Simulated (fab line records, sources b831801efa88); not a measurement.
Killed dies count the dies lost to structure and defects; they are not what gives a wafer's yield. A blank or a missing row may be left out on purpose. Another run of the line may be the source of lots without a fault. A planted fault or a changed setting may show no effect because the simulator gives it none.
Which tool was responsible? | flow sky130 | 12 lots with 36 wafers sampled at 3 steps, on a route of 708 steps

## WHAT THE GAUGES SHOWED, per wafer
SKY_SD_N_CD_MEAS_07 targets a cd of 380 nm.
lot  | measured     | on        | cd_nm (nm)
L864 | day 27 10:50 | cd_sem-01 | 379.6 381.4 382.5
L865 | day 27 17:00 | cd_sem-01 | 380.9 379.4 379.7
L869 | day 30 12:07 | cd_sem-02 | 381.8 384.0 382.5
L868 | day 30 16:16 | cd_sem-02 | 379.7 380.6 380.6
L871 | day 31 02:59 | cd_sem-02 | 374.8 376.6 375.3
L877 | day 32 10:55 | cd_sem-02 | 380.2 380.1 379.5
L878 | day 32 18:50 | cd_sem-02 | 377.4 377.4 376.6
L883 | day 34 01:08 | cd_sem-01 | 379.6 378.1 378.4
L884 | day 34 15:17 | cd_sem-01 | 377.7 378.7 380.4
L885 | day 34 20:32 | cd_sem-02 | 381.4 381.4 382.0
L886 | day 35 01:53 | cd_sem-02 | 378.9 378.8 376.8
L887 | day 35 08:46 | cd_sem-01 | 379.6 380.0 378.7

SKY_LI_CONTACT_OVL_MEAS_13.
lot  | measured     | on         | LI_CONTACT_OVL (nm)
L864 | day 28 17:41 | overlay-01 | 7 9 1
L865 | day 28 22:26 | overlay-01 | -1 1 4
L869 | day 31 17:20 | overlay-02 | -1 -2 6
L868 | day 31 21:58 | overlay-02 | 8 6 7
L871 | day 32 08:38 | overlay-01 | -4 -6 -2
L877 | day 33 14:47 | overlay-02 | -5 -7 -5
L878 | day 33 23:56 | overlay-01 | 6 -10 10
L883 | day 35 04:38 | overlay-01 | 9 6 0
L884 | day 35 19:08 | overlay-01 | -2 -5 5
L885 | day 36 00:32 | overlay-02 | -5 -3 7
L886 | day 36 05:45 | overlay-02 | -1 4 4
L887 | day 36 12:47 | overlay-02 | -3 -4 2

## WHICH TOOL RAN EACH LOT (tool, then ch and the chambers of the sampled wafers, then the start)
lot  | SKY_POLY_CUT_STRIP_12
L864 | plasma_asher-01 ch 0,1, day 23 17:31
L865 | plasma_asher-03 ch 0,1, day 24 00:31
L869 | plasma_asher-04 ch 0,1, day 26 23:16
L868 | plasma_asher-03 ch 0,1, day 27 03:17
L871 | plasma_asher-04 ch 0,1, day 27 14:55
L877 | plasma_asher-04 ch 0,1, day 28 23:48
L878 | plasma_asher-01 ch 0,1, day 29 06:47
L883 | plasma_asher-03 ch 0,1, day 30 14:58
L884 | plasma_asher-03 ch 0,1, day 31 06:12
L885 | plasma_asher-03 ch 1, day 31 12:10
L886 | plasma_asher-04 ch 0,1, day 31 16:45
L887 | plasma_asher-04 ch 0,1, day 32 01:13
- SKY_POLY_CUT_STRIP_12: strips in O2/N2.

## WHAT THE TOOLS THEMSELVES READ (means of the sampled wafers that have a number; where no wafer has one, the mark that the record gives instead)
SKY_POLY_CUT_STRIP_12.
lot  | tool            | drypump_motor_current_A (A) | oes_product_au (a.u.) | strip_time_to_endpoint_s (s)
L864 | plasma_asher-01 | 5.6                         | 0.448                 | 5.343
L865 | plasma_asher-03 | 4.9                         | 0.455                 | 5.350
L869 | plasma_asher-04 | 5.5                         | 0.452                 | 5.355
L868 | plasma_asher-03 | 4.9                         | 0.452                 | 5.338
L871 | plasma_asher-04 | 5.5                         | 0.454                 | 5.335
L877 | plasma_asher-04 | 5.5                         | 0.447                 | 5.324
L878 | plasma_asher-01 | 5.3                         | 0.453                 | 5.323
L883 | plasma_asher-03 | 4.9                         | 0.453                 | 5.358
L884 | plasma_asher-03 | 4.9                         | 0.453                 | 5.357
L885 | plasma_asher-03 | 4.9                         | 0.446                 | 5.368
L886 | plasma_asher-04 | 5.5                         | 0.450                 | 5.355
L887 | plasma_asher-04 | 5.5                         | 0.452                 | 5.345

## THE ANSWER, worked out from the rows above alone
Rule: the usual values come from the lots themselves. The widest of any qualifying gaps counts: lots, ordered by their means at a reading, are off when they make up no more than a third of the lots, leave a main group of 4 or more, and stand apart from it by 3 or more times the standard deviation of that group's means. If all means in a main group match to the digits the tables above print for the reading, that group is not used. A lot without any number at a reading at which 4 lots or more have one is off too. The other lots that the step has rows for count as sound. First the gauges in route order, then the tools' own readings, where a lot's mean is used as printed above. The first step at which some lot is off is used, and at that step the reading that is off furthest; a lot without a number counts as furthest.
Across all readings shown, no lot is off: no conclusion can be drawn from this.

## WHAT THE SIMULATOR HAD INSERTED
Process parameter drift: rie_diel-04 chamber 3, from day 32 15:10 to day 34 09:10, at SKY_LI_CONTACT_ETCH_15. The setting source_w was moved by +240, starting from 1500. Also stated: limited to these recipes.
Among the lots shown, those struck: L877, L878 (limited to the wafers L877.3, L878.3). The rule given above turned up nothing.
